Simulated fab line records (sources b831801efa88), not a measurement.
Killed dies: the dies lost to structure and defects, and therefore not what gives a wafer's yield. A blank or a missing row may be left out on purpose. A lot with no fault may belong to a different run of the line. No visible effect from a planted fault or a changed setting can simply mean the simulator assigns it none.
One fault seen from 2 desks || flow sky130 || each desk holds nothing but its own numbers, with what lay behind them at the end

== DESK OF THE TOOL OWNER: plasma asher-02 ==
The tool's own readings at SKY_METAL5_STRIP_16 (strips in O2/N2): means of the sampled wafers that have a number, for each lot that ran on this tool. Marked OUT: a lot whose mean sits more than 4 standard deviations from the usual mean, which makes it out of limits; the brackets give that distance.
Columns: A = drypump motor current A at SKY_METAL5_STRIP_16, usual 5.5 A; B = oes product au at SKY_METAL5_STRIP_16, usual 0.711 a.u.; C = strip time to endpoint s at SKY_METAL5_STRIP_16, usual 13.01 s
{"lot": "L376", "first seen here": "day 46 05:40", "A": 5.7, "B": 0.717, "C": 12.97}
{"lot": "L379", "first seen here": "day 47 05:25", "A": 5.8, "B": 0.715, "C": 12.86}
{"lot": "L380", "first seen here": "day 48 11:35", "A": 5.7, "B": 0.712, "C": 13.02}
{"lot": "L381", "first seen here": "day 48 13:13", "A": 5.6, "B": 0.711, "C": 13.12}
Result from this desk: across the 4 lots, nothing is out of limits.

== AT THE METROLOGY DESK ==
What the gauges read, lot by lot, whatever tool the lot ran on: means of the sampled wafers that have a number. Marked OUT: a lot whose mean sits more than 4 standard deviations from the usual mean, which makes it out of limits; the brackets give that distance.
Columns: A = VIA3_HDPCVD_THK at SKY_VIA3_THK_MEAS_01, usual 1632 nm
{"lot": "L365", "first seen here": "day 38 06:14", "A": 1612}
{"lot": "L366", "first seen here": "day 38 13:29", "A": 1614}
{"lot": "L370", "first seen here": "day 39 22:22", "A": 1626}
{"lot": "L376", "first seen here": "day 41 10:02", "A": 1643}
{"lot": "L378", "first seen here": "day 42 09:14", "A": 1624}
{"lot": "L379", "first seen here": "day 42 13:08", "A": 1637}
{"lot": "L380", "first seen here": "day 44 00:46", "A": 1629}
{"lot": "L381", "first seen here": "day 44 03:43", "A": 1642}
{"lot": "L386", "first seen here": "day 44 11:02", "A": 1639}
{"lot": "L387", "first seen here": "day 44 14:14", "A": 1627}
{"lot": "L388", "first seen here": "day 44 20:38", "A": 1642}
Result from this desk: across the 11 lots, nothing is out of limits.

== PUT TOGETHER ==
The desk of the tool owner found nothing out of limits.
Metrology desk: nothing out of limits seen.

== WHAT HAD BEEN PUT IN BY THE SIMULATOR ==
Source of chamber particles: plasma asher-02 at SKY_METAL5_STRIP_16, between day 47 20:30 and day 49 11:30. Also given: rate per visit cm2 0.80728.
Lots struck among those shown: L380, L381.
